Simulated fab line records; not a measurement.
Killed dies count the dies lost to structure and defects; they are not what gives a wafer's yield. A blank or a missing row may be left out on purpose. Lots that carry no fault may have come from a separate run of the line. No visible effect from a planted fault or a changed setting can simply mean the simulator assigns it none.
Struck lot and sound lot, side by side / flow sky130 / 14 steps out of a route of 708
Sound: wafers L707.2, L707.4, L707.5. The struck wafers were L710.2, L710.3, L710.5. The cause is given at the end.
For every step that has rows: the tool of each side, followed by ch and its chambers, followed by its first start. Under that, the readings that differ: sound wafers / struck wafers / difference of the means / sigmas: that difference in standard deviations of wafers without a fault.
alike: words and numbers the same on both sides, and readings whose means are apart by under 2 such deviations; not compared: readings that were withheld, readings missing a value for some wafer, numbers with overlapping values and no deviation given by the record, and bounds like >300 which may hide the same value.
The two part at a step that has a row with sigmas, a row that says differs or no value, or rows on one side only. When numbers do not overlap yet have no deviation, they are printed without sigmas and do not part them. A reading missing from all wafers of one side parts the sides only when that side holds two or more wafers.

SKY_METAL1_SPUTTER_02: material AlCu, target thk 250 nm, time 13.3 s.
  sound: pvd-sputter-01 at day 34 00:50; struck: pvd-sputter-02 at day 35 03:45
  alike: throttle-valve-pct
SKY_METAL1_SPUTTER_03: material Ti, target thk 5 nm, time 3.3 s.
  sound: pvd-sputter-01 at day 34 00:52; struck: pvd-sputter-02 at day 35 03:46
  alike: throttle-valve-pct
SKY_METAL1_SPUTTER_04: material TiN, target thk 70 nm, time 58.3 s.
  sound: pvd-sputter-01 at day 34 00:53; struck: pvd-sputter-02 at day 35 03:47
  alike: throttle-valve-pct
SKY_METAL1_RS_MEAS_05: uses a four-point probe to measure.
  sound: film-metro-04 at day 34 00:57; struck: film-metro-02 at day 35 03:52
  alike: METAL1_ALCU_RS
SKY_METAL1_THK_MEAS_06: measures by xrf.
  sound: film-metro-04 at day 34 01:04; struck: film-metro-02 at day 35 03:58
  alike: METAL1_ALCU_THK
then, 7 steps without rows for these wafers: SKY_METAL1_DEHYDRATE_07 (time 60 s); SKY_METAL1_HMDS_08 (prime time 60 s); SKY_METAL1_COAT_09 (resist thk 60 nm); SKY_METAL1_COAT_10 (resist thk 450 nm); SKY_METAL1_SOFTBAKE_11 (time 87.15 s); SKY_METAL1_EXPOSE_12 (exposes mask MM1, target cd 140 nm); SKY_METAL1_PEB_13.
SKY_METAL1_DEVELOP_14: develop time 60 s.
  sound on litho-track-02 ch 0, day 35 03:00; struck on litho-track-02, day 36 06:00
  no value came back on the struck wafers for chill-plate-temp-C (C), develop-time-s (s); on the sound wafers chill-plate-temp-C (C) reads 23.00 23.01 22.82
reading=model.KrF-thick_of_METAL1_COAT_10.thk-nm (nm); sound=434.3 435.3 435; struck=447.7 447.5 448.5; difference=+13.0; sigmas=
SKY_METAL1_CD_MEAS_15: the cd target is 140 nm.
  sound: cd-sem-02 at day 35 03:20; struck: cd-sem-02 at day 36 06:26
reading=cd-nm (nm); sound=138.7 139.8 140.4; struck=- - -; difference=no value on the struck wafers; sigmas=

== WHERE THEY PART ==
Last at SKY_METAL1_CD_MEAS_15 as far as this record goes, first at SKY_METAL1_DEVELOP_14.

WHY: the cause the simulator had injected
Whole step skipped at SKY_METAL1_DEVELOP_14 on litho-track-02, starting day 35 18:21. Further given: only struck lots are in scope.
